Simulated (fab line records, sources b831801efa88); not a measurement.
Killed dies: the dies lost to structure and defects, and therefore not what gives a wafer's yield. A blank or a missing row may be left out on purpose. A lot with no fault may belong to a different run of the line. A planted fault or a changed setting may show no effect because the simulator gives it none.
A lot that was struck, set against a sound lot ; flow sky130 ; 14 steps out of a route of 708
Sound: the wafers L643.1, L643.2, L643.5. Wafers L650.1, L650.2, L650.6 were the ones struck. Last of all comes the cause.
At each step with rows: each side's tool, then ch and its chambers, then its first start. Under that, the readings that differ: sound wafers ; struck wafers ; difference of the means ; sigmas: that difference in standard deviations of wafers without a fault.
alike: a reading whose means differ by less than 2 such deviations, as well as words and numbers matching on both sides. not compared: withheld readings; readings where some wafer has no value; bounds like >300 that might hide an equal value; numbers whose values overlap and for which the record gives no deviation.
Wherever a step has rows on one side only, a row that says differs or no value, or a row with sigmas, the two part there. Numbers that have no deviation but don't overlap get no sigmas and don't part them. Lack of a reading on every wafer of one side parts them only where that side has two or more wafers.

first, 8 steps without rows for these wafers: SKY_METAL4_DEHYDRATE_05 (time 60 s); SKY_METAL4_HMDS_06 (prime time 60 s); SKY_METAL4_COAT_07 (resist thk 60 nm); SKY_METAL4_COAT_08 (resist thk 1140 nm); SKY_METAL4_SOFTBAKE_09 (time 90 s); SKY_METAL4_EXPOSE_10 (exposes mask MM4, target cd 300 nm); SKY_METAL4_PEB_11; SKY_METAL4_DEVELOP_12 (develop time 60 s).
SKY_METAL4_CD_MEAS_13: the cd target is 300 nm.
  sound on cd sem-02 at day 43 02:46; struck on cd sem-02 at day 45 05:04
  alike: cd nm
SKY_METAL4_OVL_MEAS_14:
  sound on overlay-01 at day 43 02:53; struck on overlay-01 at day 45 05:11
  alike: METAL4_OVL
SKY_METAL4_DESCUM_15: chemistry O2, time 8 s.
  sound on rie metal-03 ch 0,1, day 43 02:55; struck on rie metal-04 ch 0,1, day 45 05:13
  alike: chamber pressure mTorr, drypump motor current A, oes product au
  not compared: rf hours counter h
SKY_METAL4_ETCH_16: etches BARC in N2/H2, stops on SiO2, time 88.2 s, target depth 60 nm.
  sound on rie metal-03 ch 0,1, day 43 02:58; struck on rie metal-04 ch 0,1, day 45 05:16
  alike: bias w, chamber pressure mTorr, drypump motor current A, n2 flow sccm, oes product au, throttle valve pct
  not compared: rf hours counter h
SKY_METAL4_ETCH_17: etches SiO2 in C4F8/O2/Ar, stops on TiN, time 3.9 s, target depth 15 nm.
  sound on rie diel-02 ch 0,2,3, day 43 03:03; struck on rie diel-03 ch 1,3, day 45 05:21
  no value came back on the struck wafers for bias w (W), chamber pressure mTorr (mTorr), oes product au (a.u.); on the sound wafers bias w (W) reads 1205 1201 1195
  not compared: rf hours counter h
SKY_METAL4_METAL_ETCH_18: etches the open film in Cl2/BCl3, stops on SiO2, target depth 845 nm, time 183.1 s.
  sound on rie metal-02 ch 0,1, day 43 03:04; struck on rie metal-02 ch 0,1, day 45 05:22
  alike: bcl3 flow sccm, bias w, chamber pressure mTorr, drypump motor current A, oes product au, throttle valve pct
  not compared: rf hours counter h

== WHERE THEY PART ==
Within this record, at SKY_METAL4_ETCH_17 only. Later steps at which nothing parts them and some readings are alike: SKY_METAL4_METAL_ETCH_18.

WHY: what the simulator had put in
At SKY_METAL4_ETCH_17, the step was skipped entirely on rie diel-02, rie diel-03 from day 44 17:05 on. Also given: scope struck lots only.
